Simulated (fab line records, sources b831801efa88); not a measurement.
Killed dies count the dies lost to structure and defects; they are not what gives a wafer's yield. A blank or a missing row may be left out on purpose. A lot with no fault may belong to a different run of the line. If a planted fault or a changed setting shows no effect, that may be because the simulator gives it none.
Chamber matching :: flow sky130 :: 4 sister chambers for SKY_CONTACT_CMP_04 on cmp-02
The step polishes SiO2. 4 wafers are shown with their chamber, then 7 later ones without.

## EACH WAFER AND ITS CHAMBER
wafer: L517.2
chamber: 2
motor-current-A (A): 11.2

wafer: L519.6
chamber: 0
motor-current-A (A): 12.0

wafer: L523.2
chamber: 3
motor-current-A (A): 12.2

wafer: L523.3
chamber: 1
motor-current-A (A): 12.8

## WAFERS WITHOUT THEIR CHAMBER
wafer: L523.5
motor-current-A (A): 11.8

wafer: L525.1
motor-current-A (A): 12.6

wafer: L525.3
motor-current-A (A): 13.1

wafer: L525.5
motor-current-A (A): 12.9

wafer: L532.1
motor-current-A (A): 11.8

wafer: L532.3
motor-current-A (A): 12.8

wafer: L532.6
motor-current-A (A): 11.8

## WHICH CHAMBER EACH WENT THROUGH
wafer: L523.5
from the rows above: can't be placed: 0 or 3
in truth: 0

wafer: L525.1
from the rows above: can't be placed: 1 or 3
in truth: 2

wafer: L525.3
from the rows above: 1
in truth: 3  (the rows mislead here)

wafer: L525.5
from the rows above: 1
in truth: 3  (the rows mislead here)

wafer: L532.1
from the rows above: can't be placed: 0 or 3
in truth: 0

wafer: L532.3
from the rows above: 1
in truth: 1

wafer: L532.6
from the rows above: can't be placed: 0 or 3
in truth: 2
Placed correctly: 1 of 7. These rows do not allow placing 4 (true chamber among the candidates in 2). Number placed wrongly: 2.
How it was worked out, from the rows above alone: a wafer's distance from a chamber is the root of the sum, over the readings, of the square of ((its reading less the chamber's mean) divided by the reading's scatter). The wafer belongs to the nearest chamber; if the next one is less than 2 further off, it can't be placed. Each chamber's mean is taken over the wafers shown for it. The scatter (one wafer shown for each chamber): square how far every hidden wafer sits from the nearest shown wafer, average those squares and take the square root.
